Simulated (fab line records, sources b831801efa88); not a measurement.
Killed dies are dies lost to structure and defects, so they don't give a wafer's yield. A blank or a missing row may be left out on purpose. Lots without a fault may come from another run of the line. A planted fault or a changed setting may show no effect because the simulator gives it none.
fab line records | flow gf180mcu
record lots=13 wafers=39 last_day=34
route steps=602 shown VT_IMPLANT@97 POLY_GATE@158 HV_LDD@204 M1@315
lots that met no fault: from a run of the same line without faults
start_h: hours from the record's first day to the start of the lot's first wafer shown | wait_h: hours since the lot's step before | " the same as in the row above | L1.1+2: a row that stands for several wafers | - no value, or no start given | * or withheld: withheld | < > ~ a bound
route shown NAME@n: a module of which the file shows steps, and the number in the route of the first | usual: mean/standard deviation of fault-free wafers | same: alike in all rows | chamber/n: place in a boat | sites: the reading at each site | _std_site: their standard deviation | _edge_site: outer sites' mean less inner sites' | radius_mm: how far each site lies from the wafer's centre | mask NAME#n: copy n | behind: the tool/chamber that last shaped the wafer | hold: why the lot was held/for how many hours/how that ended | device: the transistor (n, p or np) that didn't switch | end of line: the same wafers' tests at the end of the route | a step without rows: its recipe alone | killed: dies lost to structure and defects at the first sort, not the wafer's yield | map: a wafer's dies, x killed, . not, _ none there
set.NAME: the setting as run; set.NAME@STEP: as run at that earlier step | model.NAME: the simulator's own value behind a step, which no gauge read
steps of the route over a sample of lots; a table a step, a row a wafer
services: from which hour (start_h, from the record's first day; less than 0 if before it) a tool's chamber was out of use, for how many hours, and why
## steps
# step GF_VT_IMPLANT_OVL_MEAS_07
# usual VT_IMPLANT_OVL=-0.3/1.3
# columns lot.wafer tool chamber start_h wait_h VT_IMPLANT_OVL[nm]
L885.1 overlay-02 - 110.77 0.1 -2.7
L885.2 " - " " -0.3
L885.6 " - " " -2.0
L886.4 overlay-02 - 116.72 0.1 -1.0
L886.5 " - " " -0.2
L886.6 " - " " -0.6
L888.2 overlay-01 - 129.42 0.1 0.1
L888.3 " - " " -0.8
L888.6 " - " " 1.9
L893.2 overlay-02 - 158.37 0.1 -2.2
L893.3 " - " " -2.8
L893.5 " - " " -2.0
L894.1 overlay-02 - 168.30 0.1 1.2
L894.2 " - " " 0.5
L894.3 " - " " 0.3
L896.2 overlay-01 - 180.27 0.1 0.3
L896.5 " - " " 0.2
L896.6 " - " " 1.9
L899.1 overlay-02 - 199.74 0.1 0.4
L899.4 " - " " 1.6
L899.6 " - " " -0.4
L900.1 overlay-01 - 205.24 0.1 -0.4
L900.2 " - " " -2.1
L900.4 " - " " -1.8
L903.2 overlay-01 - 222.85 0.1 1.0
L903.3 " - " " -1.6
L903.6 " - " " -0.3
L904.2 overlay-01 - 229.81 0.1 -1.6
L904.4 " - " " -1.3
L904.5 " - " " -2.3
L906.2 overlay-01 - 240.31 0.1 -2.0
L906.4 " - " " -1.1
L906.6 " - " " -0.7
L907.2 overlay-02 - 247.66 0.1 -0.7
L907.3 " - " " -2.8
L907.5 " - " " -1.4
L908.1 overlay-01 - 252.74 0.1 -0.6
L908.3 " - " " -1.4
L908.5 " - " " -1.2
# step GF_POLY_GATE_THK_MEAS_01
# recipe reads=poly-Si_of_POLY_GATE_CVD_00
# usual POLY_GATE_CVD_00_THK=199.9/2
# columns lot.wafer tool chamber start_h wait_h POLY_GATE_CVD_00_THK[nm]
L885.1 film_metro-04 - 179.53 0.0 197.2
L885.2 " - " " 195.6
L885.6 " - " " 196.2
L886.4 film_metro-04 - 184.75 0.0 202.3
L886.5 " - " " 200.6
L886.6 " - " " 200.1
L888.2 film_metro-04 - 199.86 0.0 199.6
L888.3 " - " " 200.8
L888.6 " - " " 200.4
L893.2 film_metro-04 - 231.70 0.0 199.5
L893.3 " - " " 199.8
L893.5 " - " " 199.2
L894.1 film_metro-03 - 246.09 0.0 202.8
L894.2 " - " " 203.5
L894.3 " - " " 203.6
L896.2 film_metro-03 - 259.99 0.0 201.0
L896.5 " - " " 201.6
L896.6 " - " " 200.4
L899.1 film_metro-04 - 279.74 0.0 199.8
L899.4 " - " " 198.6
L899.6 " - " " 200.8
L900.1 film_metro-04 - 289.64 0.0 199.3
L900.2 " - " " 200.8
L900.4 " - " " 199.3
L903.2 film_metro-02 - 311.28 0.0 198.9
L903.3 " - " " 198.8
L903.6 " - " " 198.3
L904.2 film_metro-03 - 324.56 0.0 200.0
L904.4 " - " " 199.3
L904.5 " - " " 200.7
L906.2 film_metro-03 - 334.11 0.0 201.2
L906.4 " - " " 199.8
L906.6 " - " " 200.3
L907.2 film_metro-03 - 340.22 0.0 198.7
L907.3 " - " " 200.5
L907.5 " - " " 199.3
L908.1 film_metro-04 - 342.89 0.0 195.8
L908.3 " - " " 198.3
L908.5 " - " " 198.6
# step GF_HV_LDD_EXPOSE_28
# recipe mask_id=Nplus_HV_AREA target_cd_nm=400 na=0.6 source_shape=conventional sigma_outer=0.6 dose_mj=140
# usual exposure_dose_mJ_cm2=139.98/0.14
# same na=0.6
# columns lot.wafer tool chamber start_h wait_h mask exposure_dose_mJ_cm2
L885.1 iline_stepper-01 0 244.35 - Nplus_HV_AREA#0 139.96
L885.2 " 0 " " Nplus_HV_AREA#0 139.70
L885.6 " 0 " " Nplus_HV_AREA#0 139.82
L886.4 iline_stepper-02 0 248.76 - Nplus_HV_AREA#0 140.00
L886.5 " 0 " " Nplus_HV_AREA#0 139.94
L886.6 " 0 " " Nplus_HV_AREA#0 139.77
L888.2 iline_stepper-02 0 266.14 - Nplus_HV_AREA#0 139.84
L888.3 " 0 " " Nplus_HV_AREA#0 140.08
L888.6 " 0 " " Nplus_HV_AREA#0 139.90
L893.2 iline_stepper-02 0 301.15 - Nplus_HV_AREA#0 140.00
L893.3 " 0 " " Nplus_HV_AREA#0 140.17
L893.5 " 0 " " Nplus_HV_AREA#0 140.02
L894.1 iline_stepper-02 0 316.60 - Nplus_HV_AREA#0 129.03
L894.2 " 0 " " Nplus_HV_AREA#0 128.75
L894.3 " 0 " " Nplus_HV_AREA#0 128.84
L896.2 iline_stepper-02 0 331.21 - Nplus_HV_AREA#0 128.83
L896.5 " 0 " " Nplus_HV_AREA#0 128.86
L896.6 " 0 " " Nplus_HV_AREA#0 128.83
L899.1 iline_stepper-01 0 357.43 - Nplus_HV_AREA#0 140.23
L899.4 " 0 " " Nplus_HV_AREA#0 140.00
L899.6 " 0 " " Nplus_HV_AREA#0 140.07
L900.1 iline_stepper-01 0 367.43 - Nplus_HV_AREA#0 139.99
L900.2 " 0 " " Nplus_HV_AREA#0 139.99
L900.4 " 0 " " Nplus_HV_AREA#0 139.94
L903.2 iline_stepper-01 0 388.97 - Nplus_HV_AREA#0 139.80
L903.3 " 0 " " Nplus_HV_AREA#0 139.95
L903.6 " 0 " " Nplus_HV_AREA#0 139.90
L904.2 iline_stepper-01 0 401.24 - Nplus_HV_AREA#0 140.28
L904.4 " 0 " " Nplus_HV_AREA#0 140.01
L904.5 " 0 " " Nplus_HV_AREA#0 140.23
L906.2 iline_stepper-01 0 414.93 - Nplus_HV_AREA#0 140.11
L906.4 " 0 " " Nplus_HV_AREA#0 140.12
L906.6 " 0 " " Nplus_HV_AREA#0 140.08
L907.2 iline_stepper-01 0 420.57 - Nplus_HV_AREA#0 139.87
L907.3 " 0 " " Nplus_HV_AREA#0 140.14
L907.5 " 0 " " Nplus_HV_AREA#0 140.24
L908.1 iline_stepper-01 0 425.52 - Nplus_HV_AREA#0 139.93
L908.3 " 0 " " Nplus_HV_AREA#0 139.99
L908.5 " 0 " " Nplus_HV_AREA#0 140.01
# step GF_HV_LDD_CD_MEAS_31
# recipe target_cd_nm=400
# usual cd_nm=399.6/2
# columns lot.wafer tool chamber start_h wait_h cd_nm
L885.1 cd_sem-01 - 253.33 0.1 400.4
L885.2 " - " " 402.1
L885.6 " - " " 402.6
L886.4 cd_sem-01 - 257.84 0.1 398.2
L886.5 " - " " 398.8
L886.6 " - " " 398.9
L888.2 cd_sem-02 - 275.63 0.1 398.4
L888.3 " - " " 401.9
L888.6 " - " " 399.1
L893.2 cd_sem-02 - 311.13 0.1 401.9
L893.3 " - " " 399.3
L893.5 " - " " 401.3
L894.1 cd_sem-02 - 326.50 0.1 373.9
L894.2 " - " " 377.0
L894.3 " - " " 375.3
L896.2 cd_sem-02 - 340.90 0.1 378.4
L896.5 " - " " 377.5
L896.6 " - " " 377.6
L899.1 cd_sem-01 - 368.25 0.1 400.9
L899.4 " - " " 401.0
L899.6 " - " " 399.0
L900.1 cd_sem-02 - 379.00 0.1 402.3
L900.2 " - " " 401.0
L900.4 " - " " 400.6
L903.2 cd_sem-01 - 399.09 0.1 399.6
L903.3 " - " " 398.1
L903.6 " - " " 396.6
L904.2 cd_sem-02 - 412.98 0.1 397.9
L904.4 " - " " 399.8
L904.5 " - " " 397.8
L906.2 cd_sem-01 - 427.04 0.1 397.3
L906.4 " - " " 398.3
L906.6 " - " " 397.6
L907.2 cd_sem-02 - 432.09 0.1 399.7
L907.3 " - " " 401.3
L907.5 " - " " 402.6
L908.1 cd_sem-02 - 437.46 0.1 401.9
L908.3 " - " " 399.4
L908.5 " - " " 398.7
# step GF_M1_SPUTTER_00
# recipe material=Ti target_thk_nm=37.5 arriving_ion_energy_ev=80 substrate_temp_c=200 chamber_pressure_pa=2 power_w=4000 time_s=150
# usual throttle_valve_pct=30.3/1.1
# columns lot.wafer tool chamber start_h wait_h throttle_valve_pct
L885.1 pvd_sputter-02 - 360.68 0.2 30.6
L885.2 " - " " 30.9
L885.6 " - " " 30.9
L886.4 pvd_sputter-02 - 366.82 0.1 31.0
L886.5 " - " " 31.0
L886.6 " - " " 30.4
L888.2 pvd_sputter-02 - 385.38 0.1 30.8
L888.3 " - " " 32.0
L888.6 " - " " 30.9
L893.2 pvd_sputter-02 - 427.26 0.1 30.8
L893.3 " - " " 30.8
L893.5 " - " " 32.1
L894.1 pvd_sputter-01 - 446.49 0.1 29.5
L894.2 " - " " 28.6
L894.3 " - " " 29.0
L896.2 pvd_sputter-02 - 464.64 0.1 30.6
L896.5 " - " " 30.6
L896.6 " - " " 30.9
L899.1 pvd_sputter-02 - 494.47 0.2 31.7
L899.4 " - " " 30.6
L899.6 " - " " 30.7
L900.1 pvd_sputter-02 - 506.14 0.1 31.1
L900.2 " - " " 30.6
L900.4 " - " " 30.6
L903.2 pvd_sputter-01 - 530.35 0.2 29.2
L903.3 " - " " 29.5
L903.6 " - " " 29.1
L904.2 pvd_sputter-02 - 539.42 0.1 32.0
L904.4 " - " " 30.5
L904.5 " - " " 30.8
L906.2 pvd_sputter-02 - 552.49 0.2 32.1
L906.4 " - " " 30.3
L906.6 " - " " 30.4
L907.2 pvd_sputter-02 - 556.63 0.2 30.7
L907.3 " - " " 32.0
L907.5 " - " " 31.8
L908.1 pvd_sputter-03 - 560.93 0.1 30.3
L908.3 " - " " 30.1
L908.5 " - " " 28.6
## services
# columns tool chamber start_h hours kind
pvd_sputter-01 - 246.86 2.7 repair
iline_stepper-01 - 251.88 1.7 pm
pvd_sputter-03 - 262.54 7.0 repair
iline_stepper-01 - 267.71 2.1 pm
iline_stepper-02 - 276.16 1.4 repair
pvd_sputter-02 1 290.00 - consumable_replace:kit
pvd_sputter-02 1 290.00 18.0 scheduled_down
pvd_sputter-02 1 290.00 18.0 vent_cycle
pvd_sputter-01 - 304.51 15.1 repair
pvd_sputter-01 - 315.73 1.7 repair
iline_stepper-02 - 345.78 23.1 repair
iline_stepper-02 - 377.92 1.7 pm
pvd_sputter-01 - 436.85 4.1 repair
pvd_sputter-02 - 457.48 4.7 repair
pvd_sputter-03 - 468.37 1.3 repair
pvd_sputter-03 - 468.52 1.4 repair
iline_stepper-01 - 470.06 1.7 pm
pvd_sputter-02 0 498.25 - consumable_replace:kit
pvd_sputter-02 0 498.25 18.0 scheduled_down
pvd_sputter-02 0 498.25 18.0 vent_cycle
iline_stepper-02 - 522.68 6.8 repair
pvd_sputter-03 - 531.60 3.2 repair
iline_stepper-01 - 531.83 14.2 repair
pvd_sputter-02 - 543.39 2.8 repair
## key
first_sign step=GF_HV_LDD_EXPOSE_28 reading=exposure_dose_mJ_cm2 direction=down sigmas=80 usual=139.98 struck=128.86
effect step=GF_HV_LDD_CD_MEAS_31 reading=cd_nm direction=down sigmas=11 usual=399.6 struck=376.6
met_at GF_HV_LDD_EXPOSE_28
struck_lots L894,L896
tester_left_out L894,L896
not_acting_at GF_VT_IMPLANT_OVL_MEAS_07,GF_POLY_GATE_THK_MEAS_01,GF_M1_SPUTTER_00
onset_between 301.15 316.60
fault kind=process_parameter_drift tool=iline_stepper-02 chamber=- onset_h=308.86 steps=GF_HV_LDD_EXPOSE_28 channel=dose_mj offset=-11.166 shape=step acts_in=these_recipes_only stated=140
# tester_left_out: of these lots the tester's yield and bins aren't shown, on N5 and GAA mostly nor the transistor test; their killed dies are dies lost to structure and defects alone, not to doping, threshold or leakage, so they don't give the yield
